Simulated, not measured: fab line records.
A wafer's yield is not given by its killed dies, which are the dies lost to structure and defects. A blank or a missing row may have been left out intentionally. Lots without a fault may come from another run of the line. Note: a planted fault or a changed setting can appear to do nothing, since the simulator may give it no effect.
Comparing a struck lot with a sound one    flow sky130    44 out of 708 route steps
Sound: the wafers L860.4, L860.5, L860.6. Struck: wafer L870.4 (left out: L870.3, L870.5 of the same lot, which were not struck); the cause appears at the end.
Order at every step that has rows: each side's tool, ch and its chambers, its first start. Under that, the readings that differ: sound wafers    struck wafers    difference of the means    sigmas: that difference in standard deviations of wafers without a fault.
alike: same words and numbers on both sides, and readings whose means sit less than 2 such deviations apart. not compared: any withheld reading, any reading some wafer has no value for, any bound like >300 that may hide the same value, and any number with overlapping values for which the record gives no deviation.
The two part at a step that has a row with sigmas, a row that says differs or no value, or rows on one side only. Numbers that have no deviation but don't overlap get no sigmas and don't part them. A reading missing from all wafers of one side parts the sides only when that side holds two or more wafers.

first, 2 steps without rows for these wafers: SKY_VIA2_SPUTTER_20 (material TiN, target thk 20 nm, time 80 s); SKY_VIA2_CVD_21 (deposits W, target thk 420 nm, time 126.4 s).
SKY_VIA2_RS_MEAS_22: measurement is done with a four-point probe.
  sound: filmMetro-04 at day 38 23:25; struck: filmMetro-04 at day 41 02:29
reading             sound              struck  difference  sigmas
VIA2_W_RS (ohm/sq)  0.278 0.277 0.276  0.270   -0.007      -2
SKY_VIA2_THK_MEAS_23: measures by xrf.
  sound: filmMetro-04 at day 38 23:31; struck: filmMetro-04 at day 41 02:35
  alike: VIA2_W_THK
SKY_VIA2_CMP_24: polishes, stops on SiO2, t overpolish 20 s, target thk 0 nm.
  sound on cmp-01 ch 0,1,2, day 38 23:41; struck on cmp-02 ch 3, day 41 02:40
  alike: motorCurrentA, overpolishRunS, slurryFlowMlMin, timeToEndpointS
SKY_METAL3_SPUTTER_00: material Ti, target thk 15 nm, time 10 s.
  sound: pvdSputter-03 at day 38 23:50; struck: pvdSputter-02 at day 41 02:55
reading               sound           struck  difference  sigmas
throttleValvePct (%)  29.7 27.3 29.6  31.0    +2.1        +2
SKY_METAL3_SPUTTER_01: material TiN, target thk 20 nm, time 16.7 s.
  sound: pvdSputter-03 at day 38 23:52; struck: pvdSputter-02 at day 41 02:56
reading               sound           struck  difference  sigmas
throttleValvePct (%)  29.6 27.3 29.6  30.8    +2.0        +2
then, 4 steps without rows for these wafers: SKY_METAL3_SPUTTER_02 (material AlCu, target thk 735 nm, time 39.1 s); SKY_METAL3_SPUTTER_03 (material Ti, target thk 5 nm, time 3.3 s); SKY_METAL3_SPUTTER_04 (material TiN, target thk 70 nm, time 58.3 s); SKY_CAPM_CVD_00 (deposits SiO2, target thk 15.5 nm).
SKY_CAPM_THK_MEAS_01:
  sound: filmMetro-03 at day 39 00:03; struck: filmMetro-04 at day 41 03:07
  alike: CAPM_CVD_00_THK
SKY_CAPM_SPUTTER_02: material TiN, target thk 200 nm, time 166.7 s.
  sound: pvdSputter-01 at day 39 00:05; struck: pvdSputter-03 at day 41 03:10
reading                                  sound              struck  difference  sigmas
model.TiN_of_CAPM_SPUTTER_02.thkNm (nm)  197.7 201.5 199.3  194.1   -5.4        
  alike: throttleValvePct
SKY_CAPM_RS_MEAS_03: measurement is done with a four-point probe.
  sound: filmMetro-04 at day 39 00:15; struck: filmMetro-02 at day 41 03:19
reading               sound           struck  difference  sigmas
CAPM_TIN_RS (ohm/sq)  6.97 6.85 6.92  7.12    +0.21       +4
SKY_CAPM_THK_MEAS_04: measures by xrf.
  sound: filmMetro-04 at day 39 00:20; struck: filmMetro-02 at day 41 03:25
reading            sound              struck  difference  sigmas
CAPM_TIN_THK (nm)  199.1 202.0 200.1  193.1   -7.3        -4
then, 7 steps without rows for these wafers: SKY_CAPM_DEHYDRATE_05 (time 60 s); SKY_CAPM_HMDS_06 (prime time 60 s); SKY_CAPM_COAT_07 (resist thk 1140 nm); SKY_CAPM_SOFTBAKE_08 (time 60 s); SKY_CAPM_EXPOSE_09 (exposes mask CAPM, target cd 1000 nm); SKY_CAPM_PEB_10; SKY_CAPM_DEVELOP_11 (develop time 60 s).
SKY_CAPM_OVL_MEAS_12:
  sound: overlay-02 at day 40 00:06; struck: overlay-01 at day 42 02:34
  alike: CAPM_OVL
SKY_CAPM_METAL_ETCH_13: etches TiN in Cl2/BCl3, stops on SiO2, target depth 220 nm, time 62.9 s.
  sound on rieMetal-03 ch 0,1, day 40 00:08; struck on rieMetal-01 ch 0, day 42 02:37
reading                         sound              struck  difference  sigmas
oesProductAu (a.u.)             0.941 0.948 0.937  0.924   -0.018      -3
model.CAPM.featureDepthNm (nm)  197.7 201.5 199.3  194.1   -5.4        
model.etch.depthNm (nm)         197.7 201.5 199.3  194.1   -5.4        
  alike: drypumpMotorCurrentA, throttleValvePct
  not compared: rfHoursCounterH
then, 12 steps without rows for these wafers: SKY_CAPM_STRIP_14 (strips in O2/N2); SKY_CAPM_STRIP_15 (strips in post etch residue remover, time 1200 s); SKY_CAPM_CLEAN_16 (cleans in IPA, time 180 s); SKY_CAPM_CLEAN_17 (cleans in O3/DIW); SKY_METAL3_DEHYDRATE_05 (time 60 s); SKY_METAL3_HMDS_06 (prime time 60 s); SKY_METAL3_COAT_07 (resist thk 60 nm); SKY_METAL3_COAT_08 (resist thk 1140 nm); SKY_METAL3_SOFTBAKE_09 (time 90 s); SKY_METAL3_EXPOSE_10 (exposes mask MM3, target cd 300 nm); SKY_METAL3_PEB_11; SKY_METAL3_DEVELOP_12 (develop time 60 s).
SKY_METAL3_CD_MEAS_13: target cd 300 nm.
  sound: cdSem-02 at day 41 01:44; struck: cdSem-02 at day 43 02:41
  alike: cdNm
SKY_METAL3_OVL_MEAS_14:
  sound: overlay-01 at day 41 01:49; struck: overlay-01 at day 43 02:47
  alike: METAL3_OVL
SKY_METAL3_DESCUM_15: chemistry O2, time 8 s.
  sound on rieMetal-02 ch 0,1, day 41 01:51; struck on rieMetal-04 ch 0, day 43 02:49
  alike: drypumpMotorCurrentA, oesProductAu
  not compared: rfHoursCounterH
SKY_METAL3_ETCH_16: etches BARC in N2/H2, stops on SiO2, time 88.2 s, target depth 60 nm.
  sound on rieMetal-02 ch 0,1, day 41 01:54; struck on rieMetal-04 ch 0, day 43 02:52
  alike: drypumpMotorCurrentA, oesProductAu, throttleValvePct
  not compared: rfHoursCounterH
then, 2 steps without rows for these wafers: SKY_METAL3_ETCH_17 (etches SiO2 in C4F8/O2/Ar, stops on TiN, time 3.9 s, target depth 15 nm); SKY_METAL3_METAL_ETCH_18 (etches the open film in Cl2/BCl3, stops on SiO2, target depth 845 nm, time 183.1 s).
SKY_METAL3_STRIP_20: strips in post etch residue remover, time 1200 s.
  sound on wetBench-01 ch 1, day 41 02:16; struck on wetBench-01 ch 3, day 43 03:17
reading                                  sound              struck  difference  sigmas
model.TiN_of_CAPM_SPUTTER_02.thkNm (nm)  196.9 200.7 198.4  193.3   -5.4        
-- the record jumps here: 6 days lie between the struck wafers' starts before and after (it left off in module METAL3 and takes up again in module PAD_OPEN, whose first step shown is number 708 of the route) --
SKY_PAD_OPEN_PROBE_99:
  sound: prober-02 at day 47 22:58; struck: prober-01 at day 49 13:21
reading                        sound              struck  difference  sigmas
killedAtOther                  1 0 0              2       +2          +3
model.etest.capMim.plateOhmSq  6.101 5.958 6.087  6.184   +0.135      
  alike: defectLimitedYield, killed_at_M0_to_M3, killed_at_M4_up, killedAtContacts, killedAtFrontEnd, killedDies, killedOpen, killedShort, sort_bin_3_pad_short, sort_bin_5_function, sort_bin_6_memory, sortNPass, sortYieldPct

== WHERE THEY PART ==
First at SKY_VIA2_RS_MEAS_22; last, within this record, at SKY_PAD_OPEN_PROBE_99.

WHY: whatever the simulator had introduced
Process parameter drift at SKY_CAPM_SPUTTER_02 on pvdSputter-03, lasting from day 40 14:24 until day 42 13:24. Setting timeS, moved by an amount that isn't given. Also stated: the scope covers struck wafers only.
